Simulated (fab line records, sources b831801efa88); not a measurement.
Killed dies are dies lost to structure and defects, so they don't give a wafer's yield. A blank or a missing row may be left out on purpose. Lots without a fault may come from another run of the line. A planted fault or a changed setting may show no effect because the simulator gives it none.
One fault seen from 2 desks | flow gf180mcu | each desk has only its own numbers; what lay behind them comes last

THE TOOL OWNER'S DESK: cvd_w-02
The tool's own readings at GF_V5_CVD_23 (deposits W, target thk 350 nm, time 104.9 s): means of the sampled wafers that have a number, for each lot that ran on this tool. A lot is out of limits, marked OUT, if its mean lies more than 4 standard deviations from the usual mean; the brackets give that distance.
Columns: A = chamber_pressure_Torr at GF_V5_CVD_23, usual 39.99 Torr; B = heater_power_w at GF_V5_CVD_23, usual 910 W
lot  | first seen here | A                       | B
L321 | day 29 03:55    | 39.93                   | 938
L322 | day 29 15:29    | 13.79 (-99 or more) OUT | 927
L323 | day 29 18:29    | 13.74 (-99 or more) OUT | 989
L335 | day 33 01:08    | 39.99                   | 930
L336 | day 33 03:55    | 39.94                   | 956
L338 | day 33 17:37    | 40.06                   | 954
This desk's finding: out of limits on L322, L323; first on L322, day 29 15:29 (chamber_pressure_Torr at GF_V5_CVD_23). In limits: L321, L335, L336, L338.

THE METROLOGY DESK
What the gauges read, lot by lot, whatever tool the lot ran on: means of the sampled wafers that have a number. A lot is out of limits, marked OUT, if its mean lies more than 4 standard deviations from the usual mean; the brackets give that distance.
Columns: A = V5_W_RS at GF_V5_RS_MEAS_24, usual 0.326 ohm/sq; B = TOP_METAL_ALCU_RS at GF_TOP_METAL_RS_MEAS_05, usual 0.0328 ohm/sq
lot  | first seen here | A               | B
L315 | day 27 05:22    | 0.324           | 0.0330
L316 | day 27 07:43    | 0.321           | 0.0327
L317 | day 28 01:20    | 0.329           | 0.0330
L318 | day 28 04:35    | 0.326           | 0.0329
L320 | day 28 16:49    | 0.326           | 0.0328
L321 | day 29 04:01    | 0.324           | 0.0323
L322 | day 29 15:37    | 0.558 (+72) OUT | -
L323 | day 29 18:35    | 0.558 (+73) OUT | -
L325 | day 30 13:55    | 0.326           | 0.0328
L335 | day 33 01:15    | 0.330           | 0.0329
L336 | day 33 04:01    | 0.329           | 0.0330
L337 | day 33 11:08    | 0.326           | 0.0330
L338 | day 33 17:44    | 0.325           | 0.0328
This desk's finding: out of limits on L322, L323; first on L322, day 29 15:37 (V5_W_RS at GF_V5_RS_MEAS_24). In limits: L315, L316, L317, L318, L320, L321, L325, L335, L336, L337, L338.

PUT TOGETHER
The tool owner's desk could have raised an alarm at day 29 15:29, on L322, L323.
The metrology desk could have raised an alarm at day 29 15:37, on L322, L323.
Of the lots named, all ran GF_V5_CVD_23 on cvd_w-02.

WHAT THE SIMULATOR HAD PUT IN
Process parameter drift: cvd_w-02, from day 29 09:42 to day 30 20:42, at GF_V5_CVD_23. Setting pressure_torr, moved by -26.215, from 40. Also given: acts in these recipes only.
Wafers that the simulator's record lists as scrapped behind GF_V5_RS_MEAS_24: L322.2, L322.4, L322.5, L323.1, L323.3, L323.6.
Lots struck among those shown: L322, L323.
Hours from the fault's start to each desk's first reading out of limits: the tool owner's desk, 6; the metrology desk, 6.
